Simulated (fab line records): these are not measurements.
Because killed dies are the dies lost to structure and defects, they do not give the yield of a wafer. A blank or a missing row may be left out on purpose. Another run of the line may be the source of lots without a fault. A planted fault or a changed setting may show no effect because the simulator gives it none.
What tool caused it? :: flow gf180mcu :: 12 lots with 36 wafers sampled at 4 steps, on a route of 602 steps

WHAT EACH GAUGE READ, for each wafer
GF_V4_THK_MEAS_03. Usual: for V4_CVD_02_THK the level is 851 nm and the standard deviation is 13.
lot: L401
measured: day 23 21:14
on: film_metro-02
V4_CVD_02_THK (nm): 864 844 853
flag: 

lot: L402
measured: day 24 03:14
on: film_metro-02
V4_CVD_02_THK (nm): 855 837 866
flag: 

lot: L403
measured: day 24 10:49
on: film_metro-02
V4_CVD_02_THK (nm): 867 866 856
flag: 

lot: L405
measured: day 25 04:41
on: film_metro-03
V4_CVD_02_THK (nm): 854 854 839
flag: 

lot: L406
measured: day 25 10:35
on: film_metro-03
V4_CVD_02_THK (nm): 841 861 847
flag: 

lot: L410
measured: day 27 04:24
on: film_metro-03
V4_CVD_02_THK (nm): 852 843 867
flag: 

lot: L411
measured: day 27 09:17
on: film_metro-04
V4_CVD_02_THK (nm): 837 864 857
flag: 

lot: L413
measured: day 27 22:30
on: film_metro-03
V4_CVD_02_THK (nm): 850 836 849
flag: 

lot: L419
measured: day 29 12:10
on: film_metro-04
V4_CVD_02_THK (nm): 831 844 839
flag: 

lot: L420
measured: day 30 00:46
on: film_metro-04
V4_CVD_02_THK (nm): 838 844 859
flag: 

lot: L422
measured: day 30 16:13
on: film_metro-03
V4_CVD_02_THK (nm): 860 860 863
flag: 

lot: L423
measured: day 30 22:50
on: film_metro-03
V4_CVD_02_THK (nm): 827 838 857
flag: 

GF_V4_RS_MEAS_24: measures by four-point-probe. Usual: for V4_W_RS the level is 0.329 ohm/sq and the standard deviation is 0.0041.
lot: L401
measured: day 24 21:45
on: film_metro-02
V4_W_RS (ohm/sq): 0.329 0.329 0.330
flag: 

lot: L402
measured: day 25 02:47
on: film_metro-03
V4_W_RS (ohm/sq): 0.327 0.326 0.326
flag: 

lot: L403
measured: day 25 09:47
on: film_metro-04
V4_W_RS (ohm/sq): 0.331 0.333 0.329
flag: 

lot: L405
measured: day 26 04:01
on: film_metro-02
V4_W_RS (ohm/sq): 0.327 0.332 0.324
flag: 

lot: L406
measured: day 26 09:35
on: film_metro-03
V4_W_RS (ohm/sq): 0.328 0.328 0.326
flag: 

lot: L410
measured: day 28 01:50
on: film_metro-03
V4_W_RS (ohm/sq): 0.330 0.331 0.322
flag: 

lot: L411
measured: day 28 06:38
on: film_metro-02
V4_W_RS (ohm/sq): 0.331 0.333 0.326
flag: 

lot: L413
measured: day 28 19:29
on: film_metro-02
V4_W_RS (ohm/sq): 0.322 0.322 0.329
flag: 

lot: L419
measured: day 30 08:26
on: film_metro-03
V4_W_RS (ohm/sq): 0.311 0.311 0.310
flag: OFF

lot: L420
measured: day 30 20:42
on: film_metro-04
V4_W_RS (ohm/sq): 0.311 0.306 0.312
flag: OFF

lot: L422
measured: day 31 11:16
on: film_metro-04
V4_W_RS (ohm/sq): 0.330 0.329 0.335
flag: 

lot: L423
measured: day 31 17:49
on: film_metro-03
V4_W_RS (ohm/sq): 0.330 0.325 0.327
flag: 

GF_V4_THK_MEAS_25: measures by xrf. Usual: for V4_W_THK the level is 341 nm and the standard deviation is 5.
lot: L401
measured: day 24 21:52
on: film_metro-02
V4_W_THK (nm): 337 337 334
flag: 

lot: L402
measured: day 25 02:54
on: film_metro-03
V4_W_THK (nm): 344 346 347
flag: 

lot: L403
measured: day 25 09:53
on: film_metro-04
V4_W_THK (nm): 341 340 344
flag: 

lot: L405
measured: day 26 04:08
on: film_metro-02
V4_W_THK (nm): 336 330 340
flag: 

lot: L406
measured: day 26 09:41
on: film_metro-03
V4_W_THK (nm): 344 344 345
flag: 

lot: L410
measured: day 28 01:56
on: film_metro-03
V4_W_THK (nm): 340 337 349
flag: 

lot: L411
measured: day 28 06:45
on: film_metro-02
V4_W_THK (nm): 344 339 348
flag: 

lot: L413
measured: day 28 19:36
on: film_metro-02
V4_W_THK (nm): 351 352 346
flag: 

lot: L419
measured: day 30 08:33
on: film_metro-03
V4_W_THK (nm): 362 360 361
flag: OFF

lot: L420
measured: day 30 20:49
on: film_metro-04
V4_W_THK (nm): 363 370 364
flag: OFF

lot: L422
measured: day 31 11:23
on: film_metro-04
V4_W_THK (nm): 336 338 336
flag: 

lot: L423
measured: day 31 17:56
on: film_metro-03
V4_W_THK (nm): 337 343 343
flag: 

WHICH TOOL RAN EACH LOT (tool, then ch and the chambers of the sampled wafers, then the start)
lot: L401
GF_V4_CVD_23: cvd_w-02 ch 0, day 24 21:31

lot: L402
GF_V4_CVD_23: cvd_w-01 ch 0, day 25 02:35

lot: L403
GF_V4_CVD_23: cvd_w-02 ch 0,1, day 25 09:40

lot: L405
GF_V4_CVD_23: cvd_w-01 ch 0,1, day 26 03:53

lot: L406
GF_V4_CVD_23: cvd_w-02 ch 0, day 26 09:27

lot: L410
GF_V4_CVD_23: cvd_w-01 ch 0,1, day 28 01:42

lot: L411
GF_V4_CVD_23: cvd_w-02 ch 0,1, day 28 06:31

lot: L413
GF_V4_CVD_23: cvd_w-01 ch 0,1, day 28 19:22

lot: L419
GF_V4_CVD_23: cvd_w-02 ch 1, day 30 08:19

lot: L420
GF_V4_CVD_23: cvd_w-02 ch 0,1, day 30 20:35

lot: L422
GF_V4_CVD_23: cvd_w-01 ch 0,1, day 31 11:08

lot: L423
GF_V4_CVD_23: cvd_w-01 ch 0,1, day 31 17:42
- GF_V4_CVD_23: deposits W, target thk 350 nm, time 104.9 s.

WHAT THE TOOLS THEMSELVES READ (means of the sampled wafers that have a number; where no wafer has one, the mark that the record gives instead)
GF_V4_CVD_23. Usual: chamber_pressure_Torr 39.99 Torr, standard deviation 0.079; heater_power_w 914 W, standard deviation 100.
lot: L401
tool: cvd_w-02
chamber_pressure_Torr (Torr): 39.95
heater_power_w (W): 785
flag: 

lot: L402
tool: cvd_w-01
chamber_pressure_Torr (Torr): 39.98
heater_power_w (W): 1017
flag: 

lot: L403
tool: cvd_w-02
chamber_pressure_Torr (Torr): 39.97
heater_power_w (W): 837
flag: 

lot: L405
tool: cvd_w-01
chamber_pressure_Torr (Torr): 39.89
heater_power_w (W): 892
flag: 

lot: L406
tool: cvd_w-02
chamber_pressure_Torr (Torr): 39.98
heater_power_w (W): 780
flag: 

lot: L410
tool: cvd_w-01
chamber_pressure_Torr (Torr): 39.95
heater_power_w (W): 968
flag: 

lot: L411
tool: cvd_w-02
chamber_pressure_Torr (Torr): 40.05
heater_power_w (W): 848
flag: 

lot: L413
tool: cvd_w-01
chamber_pressure_Torr (Torr): 40.06
heater_power_w (W): 894
flag: 

lot: L419
tool: cvd_w-02
chamber_pressure_Torr (Torr): 46.13
heater_power_w (W): 946
flag: OFF

lot: L420
tool: cvd_w-02
chamber_pressure_Torr (Torr): 46.11
heater_power_w (W): 894
flag: OFF

lot: L422
tool: cvd_w-01
chamber_pressure_Torr (Torr): 40.00
heater_power_w (W): 899
flag: 

lot: L423
tool: cvd_w-01
chamber_pressure_Torr (Torr): 40.01
heater_power_w (W): 967
flag: 

THE ANSWER, worked out from the rows above alone
Rule: a lot is off if the mean of its wafers that have a number lies more than 3 standard deviations from the usual mean. Also off: a lot with no number at a reading for which 4 or more lots have one. All remaining lots with rows at the step are treated as sound. The gauges are gone through in route order, then the tools' own readings, and for those a lot's mean is taken as printed above. The first step at which some lot is off is used, and at that step the reading that is off furthest; a lot without a number counts as furthest.
Off: L419, L420, seen at GF_V4_RS_MEAS_24 (V4_W_RS).
If a tool, at a process step before that reading, ran all the lots that are off and no sound lot after the first of them, it fits. Not tried: the gauges at GF_V4_RS_MEAS_24; whatever is off there is also off at GF_V4_CVD_23, on other tools, and gauge error can't account for it. One fits: cvd_w-02 at GF_V4_CVD_23. Its last sound lot is L411 (day 28 06:31), its first lot that is off L419 (day 30 08:19): a fault that began between those two fits.
The tool's own readings at GF_V4_CVD_23 bear it out: on the lots that are off they differ by more than 5 times the standard deviation of the sound lots' means. chamber_pressure_Torr reads 46.12 Torr there against 39.98 Torr on the sound lots.

WHAT THE SIMULATOR HAD INSERTED
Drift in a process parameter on cvd_w-02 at GF_V4_CVD_23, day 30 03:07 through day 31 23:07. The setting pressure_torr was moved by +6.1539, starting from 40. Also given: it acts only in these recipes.
Shown lots that were struck: L419, L420. Same finding as the rule above.
